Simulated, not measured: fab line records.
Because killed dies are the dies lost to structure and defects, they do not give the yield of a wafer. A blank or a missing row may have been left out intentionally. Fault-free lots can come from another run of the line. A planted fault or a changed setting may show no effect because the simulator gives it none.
A lot that was struck, set against a sound lot || flow sky130 || 14 steps out of a route of 708
Sound: the wafers L736.1, L736.4, L736.6. Wafers L732.3, L732.4, L732.6 were the ones struck. At the end, the cause is stated.
At each step with rows: each side's tool, then ch and its chambers, then its first start. Under that, the readings that differ: sound wafers || struck wafers || difference of the means || sigmas: that difference in standard deviations of wafers without a fault.
alike: a reading whose means differ by less than 2 such deviations, as well as words and numbers matching on both sides. not compared: withheld readings; readings where some wafer has no value; bounds like >300 that might hide an equal value; numbers whose values overlap and for which the record gives no deviation.
A row with sigmas, a row that says differs or no value, or rows on one side alone: a step with any of these is where the two part. When numbers do not overlap yet have no deviation, they are printed without sigmas and do not part them. A reading that every wafer of one side lacks parts them only if that side has two wafers or more.

first, 2 steps without rows for these wafers: SKY_NWELL_PEB_08; SKY_NWELL_DEVELOP_09 (develop time 60 s).
SKY_NWELL_OVL_MEAS_10:
  sound on overlay-02, day 8 14:28; struck on overlay-02, day 7 16:29
{"reading": "NWELL_00_OVL (nm)", "sound": "1.5 1.6 0.8", "struck": "-2.0 -2.5 -1.6", "difference": -3.3, "sigmas": -2}
then, 3 steps without rows for these wafers: SKY_NWELL_IMPLANT_11; SKY_NWELL_IMPLANT_12; SKY_NWELL_IMPLANT_13.
SKY_NWELL_STRIP_14: strips in O2/N2.
  sound on plasma-asher-03 ch 0,1, day 8 14:57; struck on plasma-asher-04 ch 0,1, day 7 17:00
  alike: drypump-motor-current-A, oes-product-au, strip-time-to-endpoint-s
  not compared: rf-hours-counter-h
SKY_NWELL_TW_MEAS_15:
  sound on film-metro-03, day 8 15:03; struck on film-metro-03, day 7 17:05
  alike: NWELL_TW
then, 4 steps without rows for these wafers: SKY_NWELL_DEHYDRATE_16 (time 60 s); SKY_NWELL_HMDS_17 (prime time 60 s); SKY_NWELL_COAT_18 (resist thk 3000 nm); SKY_NWELL_SOFTBAKE_19.
SKY_NWELL_EXPOSE_20: exposes mask NWM COMPLEMENT, target cd 840 nm.
  struck on iline-stepper-02, day 8 03:28; sound on iline-stepper-02 ch 0, day 9 01:07
  no value came back on the struck wafers for exposure-dose-mJ-cm2, focus-offset-nm (nm); on the sound wafers exposure-dose-mJ-cm2 reads 259.98 260.11 260.00
  alike: mask
then, 1 step without rows for these wafers: SKY_NWELL_PEB_21.

== WHERE THEY PART ==
At SKY_NWELL_OVL_MEAS_10 first; at SKY_NWELL_EXPOSE_20 last (within this record only).

WHY: what had been put in by the simulator
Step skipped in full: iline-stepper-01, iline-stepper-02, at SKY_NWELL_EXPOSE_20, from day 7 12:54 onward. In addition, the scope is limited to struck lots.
